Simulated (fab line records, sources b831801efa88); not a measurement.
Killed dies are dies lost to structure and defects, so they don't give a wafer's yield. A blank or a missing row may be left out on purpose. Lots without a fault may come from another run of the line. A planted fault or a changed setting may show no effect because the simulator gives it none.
Problem report in the 8D (eight disciplines) form, filled by code | flow gf180mcu | the parts of the form that need people (team, actions taken, sign-off) are left out

1. THE PROBLEM
chamber_pressure_Torr at GF_V2_CVD_23 reads a mean of 42.52 Torr on 6 wafers of 2 lots; wafers without a fault read 39.99 Torr with a standard deviation of 0.1. That is +25 standard deviations from the usual mean.
The step: deposits W, target thk 350 nm, time 104.94 s.
First seen on wafer L927.2, day 21 15:28, on cvd_w-02. The record holds 39 wafers of 13 lots with a number at this step. Rule for "out", or "out of limits": more than 4 standard deviations from the usual mean. The other wafers with a number count as sound.

2. WHAT IT IS AND WHAT IT IS NOT
question                    | is                     | is not
which readings at this step | chamber_pressure_Torr  | heater_power_w
which lots                  | L927, L929             | L924, L925, L926, L938, L939, L940, L941, L942, L943, L944, L945
which wafers of those lots  | all that have a number | -
read on which tools         | cvd_w-02               | cvd_w-01
when                        | from day 21 15:28      | up to then (9 sound wafers); but 24 sound wafers of L938, L939, L940, L941, L942, L943, L944, L945 came after

3. SUSPECTS, AND WHAT RULES EACH OUT
Counting: a tool at a process step up to the reading stays a suspect if it ran every lot that is out and no sound lot after the first of them.
- cvd_w-02 at GF_V2_CVD_23 (deposits W, target thk 350 nm, time 104.94 s): ruled out as a lasting fault. Sound lots L938, L939, L940, L941, L942, L943, L944 ran on it after its first lot that is out, L927 (day 21 15:28).
Left after counting: nothing in the record.

4. THE CAUSE (what the simulator had put in)
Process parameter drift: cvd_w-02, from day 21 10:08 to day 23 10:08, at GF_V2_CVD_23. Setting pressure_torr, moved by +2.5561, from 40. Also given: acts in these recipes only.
Counting ruled it out, wrongly.

5. THE CHAIN OF EFFECTS, in route order
Each row: a reading whose mean over the struck wafers that have a number lies more than 3 standard deviations from the usual. Only readings for which the record gives a usual standard deviation are gone through. hours: the time from each lot's start at the first step in this table that gives one to its start at this step, as a median over the lots. sigmas: the change in usual standard deviations.
hours | step         | reading               | usual      | on struck wafers | change | sigmas
0     | GF_V2_CVD_23 | chamber_pressure_Torr | 39.99 Torr | 42.52            | +2.53  | +25
The process steps in it:
- GF_V2_CVD_23: deposits W, target thk 350 nm, time 104.94 s.

6. WHAT WOULD HAVE CAUGHT IT SOONER
In this record the first reading out of limits was taken at day 21 15:28, 5 hours after the fault began at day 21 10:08.
